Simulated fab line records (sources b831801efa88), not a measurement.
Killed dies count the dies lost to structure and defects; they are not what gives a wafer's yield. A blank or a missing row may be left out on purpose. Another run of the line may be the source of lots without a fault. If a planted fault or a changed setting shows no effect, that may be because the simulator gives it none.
Code-filled problem report in 8D (eight disciplines) form | flow gf180mcu | the parts of the form that need people (team, actions taken, sign-off) are left out

## 1. THE ISSUE
Mean of chamber-pressure-pa at GF_M3_SPUTTER_00: 1.631 Pa across 6 wafers in 2 lots; on wafers with no fault it is 2.000 Pa (standard deviation 0.0039). That puts it -95 standard deviations away from the usual mean.
The step: material Ti, target thk 37.5 nm, time 150 s.
First seen on wafer L138.1, day 23 12:26, on pvd-sputter-04. Wafers with a number at this step in the record: 39, from 13 lots. By rule, "out" or "out of limits" means more than 4 standard deviations away from the usual mean. The rest of the wafers with a number are treated as sound.

## 2. WHAT IT IS, AND WHAT IT ISN'T
question                    | is                     | is not
which readings at this step | chamber-pressure-pa    | -
which lots                  | L138, L140             | L129, L131, L133, L136, L145, L146, L148, L149, L150, L151, L152
which wafers of those lots  | all that have a number | -
read on which tools         | pvd-sputter-04         | pvd-sputter-02, pvd-sputter-03
when                        | from day 23 12:26      | up to then (12 sound wafers); but 21 sound wafers of L145, L146, L148, L149, L150, L151, L152 came after

## 3. THE SUSPECTS, EACH WITH WHAT RULES IT OUT
Counting: a tool at any process step up to the reading remains a suspect when it ran all the lots that are out and ran no sound lot after the first of those.
- litho-track-04 at GF_V2_SOFTBAKE_10 (time 62.22 s): ruled out as a lasting fault. The sound lots L149, L151 went through it after L138, its earliest lot that is out (day 23 12:11). GF_V2_SOFTBAKE_10: start missing for some lots; hours and lot order therefore follow GF_V2_CMP_26.
- cmp-01 at GF_V2_CMP_26 (polishes, stops on SiO2, t overpolish 15 s, target thk 0 nm): ruled out as a lasting fault. The sound lots L145, L146, L150, L151, L152 went through it after L138, its earliest lot that is out (day 23 12:11).
- pvd-sputter-04 at GF_M3_SPUTTER_00 (material Ti, target thk 37.5 nm, time 150 s): ruled out as a lasting fault. The sound lots L149 went through it after L138, its earliest lot that is out (day 23 12:26).
Left after counting: nothing in the record.

## 4. THE CAUSE (what the simulator had put in)
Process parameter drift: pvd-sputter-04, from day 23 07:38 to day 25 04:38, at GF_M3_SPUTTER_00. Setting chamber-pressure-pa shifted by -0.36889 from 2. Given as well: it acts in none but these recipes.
Counting ruled it out, wrongly.

## 5. THE CHAIN OF EFFECTS, in route order
Each row: a reading where the mean over the struck wafers with a number is more than 3 standard deviations away from the usual. Only readings for which the record gives a usual standard deviation are gone through. hours: the time from each lot's start at the first step in this table that gives one to its start at this step, as a median over the lots. sigmas: the change in usual standard deviations.
hours | step             | reading             | usual    | on struck wafers | change | sigmas
0     | GF_M3_SPUTTER_00 | chamber-pressure-pa | 2.000 Pa | 1.631            | -0.369 | -95
0     | GF_M3_SPUTTER_00 | throttle-valve-pct  | 30.2 %   | 33.5             | +3.3   | +3.7
It contains these process steps:
- GF_M3_SPUTTER_00: material Ti, target thk 37.5 nm, time 150 s.

## 6. WHAT WOULD HAVE CAUGHT IT SOONER
5 hours passed between the start of the fault at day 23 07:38 and the first reading out of limits in this record, taken at day 23 12:26.
